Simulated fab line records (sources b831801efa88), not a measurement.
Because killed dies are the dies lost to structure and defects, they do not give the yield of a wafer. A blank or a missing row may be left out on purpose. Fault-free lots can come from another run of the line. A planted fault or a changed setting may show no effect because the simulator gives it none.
Comparing a struck lot with a sound one	flow sky130	33 steps out of a route of 708
Sound: the wafers L332.1, L332.4, L332.5. Wafers struck: L338.1, L338.2, L338.4. The cause is given at the end.
Each step with rows lists, per side, the tool, then ch with its chambers, then its first start. Under that, the readings that differ: sound wafers	struck wafers	difference of the means	sigmas: that difference in standard deviations of wafers without a fault.
alike: words and numbers the same on both sides, and readings whose means are apart by under 2 such deviations; not compared: readings that were withheld, readings missing a value for some wafer, numbers with overlapping values and no deviation given by the record, and bounds like >300 which may hide the same value.
Wherever a step has rows on one side only, a row that says differs or no value, or a row with sigmas, the two part there. Numbers that don't overlap but have no deviation are shown without sigmas and don't part them. A reading that every wafer of one side lacks parts them only if that side has two wafers or more.

first, 4 steps without rows for these wafers: SKY_LOCAL_INTERCONNECT_SOFTBAKE_07 (time 90 s); SKY_LOCAL_INTERCONNECT_EXPOSE_08 (exposes mask LI1M, target cd 170 nm); SKY_LOCAL_INTERCONNECT_PEB_09; SKY_LOCAL_INTERCONNECT_DEVELOP_10 (develop time 60 s).
SKY_LOCAL_INTERCONNECT_CD_MEAS_11 targets a cd of 170 nm.
  sound on cd-sem-01, day 31 09:38; struck on cd-sem-01, day 34 05:04
reading	sound	struck	difference	sigmas
cd-nm (nm)	166.3 167.4 168.7	170.4 171.4 169.1	+2.8	+2
SKY_LOCAL_INTERCONNECT_OVL_MEAS_12:
  sound on overlay-01, day 31 09:46; struck on overlay-01, day 34 05:11
  alike: LOCAL_INTERCONNECT_OVL
SKY_LOCAL_INTERCONNECT_ETCH_13: etches BARC in N2/H2, stops on SiO2, time 45.9 s, target depth 60 nm.
  sound on rie-metal-03 ch 0, day 31 09:47; struck on rie-metal-03 ch 0,1, day 34 05:13
  alike: drypump-motor-current-A, he-backside-leak-sccm, oes-product-au, throttle-valve-pct
  not compared: rf-hours-counter-h
SKY_LOCAL_INTERCONNECT_METAL_ETCH_14: etches TiN in Cl2/BCl3, stops on PSG, target depth 110 nm, time 31.4 s.
  sound on rie-metal-03 ch 0, day 31 09:52; struck on rie-metal-03 ch 0,1, day 34 05:17
  alike: drypump-motor-current-A, he-backside-leak-sccm, oes-product-au, throttle-valve-pct
  not compared: rf-hours-counter-h
SKY_LOCAL_INTERCONNECT_STRIP_15: strips in O2/N2.
  sound on plasma-asher-04 ch 0,1, day 31 09:55; struck on plasma-asher-02 ch 0,1, day 34 05:20
reading	sound	struck	difference	sigmas
strip-time-to-endpoint-s (s)	4.694 4.703 4.708	4.743 4.743 4.750	+0.044	+2
  alike: drypump-motor-current-A, o2-flow-sccm, oes-product-au
  not compared: rf-hours-counter-h
then, 3 steps without rows for these wafers: SKY_LOCAL_INTERCONNECT_STRIP_16 (strips in post etch residue remover, time 1200 s); SKY_LOCAL_INTERCONNECT_CLEAN_17 (cleans in IPA, time 180 s); SKY_LOCAL_INTERCONNECT_CLEAN_18 (cleans in O3/DIW).
SKY_CONTACT_CVD_00: deposits Si3N4, target thk 75 nm.
  sound on pecvd-03 ch 0,1, day 31 10:32; struck on pecvd-03 ch 0,1,2, day 34 06:00
  alike: heater-power-outer-w, heater-power-w
SKY_CONTACT_THK_MEAS_01:
  sound on film-metro-03, day 31 10:34; struck on film-metro-02, day 34 06:09
reading	sound	struck	difference	sigmas
CONTACT_CVD_00_THK (nm)	74.6 75.8 76.5	150.8 149.1 153.1	+75.4	+75
then, 1 step without rows for these wafers: SKY_CONTACT_HDPCVD_02 (deposits SiO2, target thk 565 nm, time 94.2 s).
SKY_CONTACT_THK_MEAS_03:
  sound on film-metro-02, day 31 10:42; struck on film-metro-02, day 34 06:17
  alike: CONTACT_HDPCVD_THK
then, 1 step without rows for these wafers: SKY_CONTACT_CMP_04 (polishes SiO2).
SKY_CONTACT_BOW_MEAS_05:
  sound on film-metro-02, day 31 11:04; struck on film-metro-02, day 34 06:38
  alike: CONTACT_BOW
then, 8 steps without rows for these wafers: SKY_CONTACT_DEHYDRATE_06 (time 60 s); SKY_CONTACT_HMDS_07 (prime time 60 s); SKY_CONTACT_COAT_08 (resist thk 60 nm); SKY_CONTACT_COAT_09 (resist thk 450 nm); SKY_CONTACT_SOFTBAKE_10 (time 90 s); SKY_CONTACT_EXPOSE_11 (exposes mask CTM1, target cd 170 nm); SKY_CONTACT_PEB_12; SKY_CONTACT_DEVELOP_13 (develop time 60 s).
SKY_CONTACT_CD_MEAS_14 targets a cd of 170 nm.
  sound on cd-sem-02, day 32 14:47; struck on cd-sem-02, day 35 08:14
  alike: cd-nm
SKY_CONTACT_OVL_MEAS_15:
  sound on overlay-01, day 32 14:54; struck on overlay-01, day 35 08:21
  alike: CONTACT_OVL
SKY_CONTACT_ETCH_16: etches BARC in N2/H2, stops on SiO2, time 45.9 s, target depth 60 nm.
  sound on rie-diel-03 ch 1,2, day 32 14:56; struck on rie-diel-03 ch 0,2,3, day 35 08:23
  alike: drypump-motor-current-A, oes-product-au, throttle-valve-pct
  not compared: rf-hours-counter-h
SKY_CONTACT_ETCH_17: etches SiO2 in C4F8/O2/Ar, stops on Si3N4, target depth 340 nm.
  sound on rie-diel-03 ch 1,2, day 32 14:58; struck on rie-diel-03 ch 0,2,3, day 35 08:26
  alike: oes-product-au
SKY_CONTACT_ETCH_18: etches Si3N4 in CHF3/O2, stops on TiN, time 39 s, target depth 75 nm.
  sound on rie-diel-03 ch 1,2; struck on rie-diel-03 ch 0,2,3
reading	sound	struck	difference	sigmas
oes-product-au (a.u.)	0.849 0.851 0.863	0.987 0.997 1.002	+0.141	+19
throttle-valve-pct (%)	8.787 8.795 8.787	8.827 8.848 8.853	+0.053	+5
model.etch.depth-nm (nm)	74.62 75.79 76.52	96.57 95.51 97.09	+20.75	
  alike: chf3-flow-sccm, drypump-motor-current-A
  not compared: rf-hours-counter-h
then, 1 step without rows for these wafers: SKY_CONTACT_STRIP_19 (strips in O2/N2).
-- the record jumps here: 13 days lie between the struck wafers' starts before and after (it left off in module CONTACT and takes up again in module PAD_OPEN, whose first step shown is number 708 of the route) --
SKY_PAD_OPEN_PROBE_99:
  record: rows for the struck wafers here (prober-01, day 48 13:02), none for the sound ones

WHERE THEY PART
Last at SKY_PAD_OPEN_PROBE_99 as far as this record goes, first at SKY_LOCAL_INTERCONNECT_CD_MEAS_11.

WHY: whatever the simulator had introduced
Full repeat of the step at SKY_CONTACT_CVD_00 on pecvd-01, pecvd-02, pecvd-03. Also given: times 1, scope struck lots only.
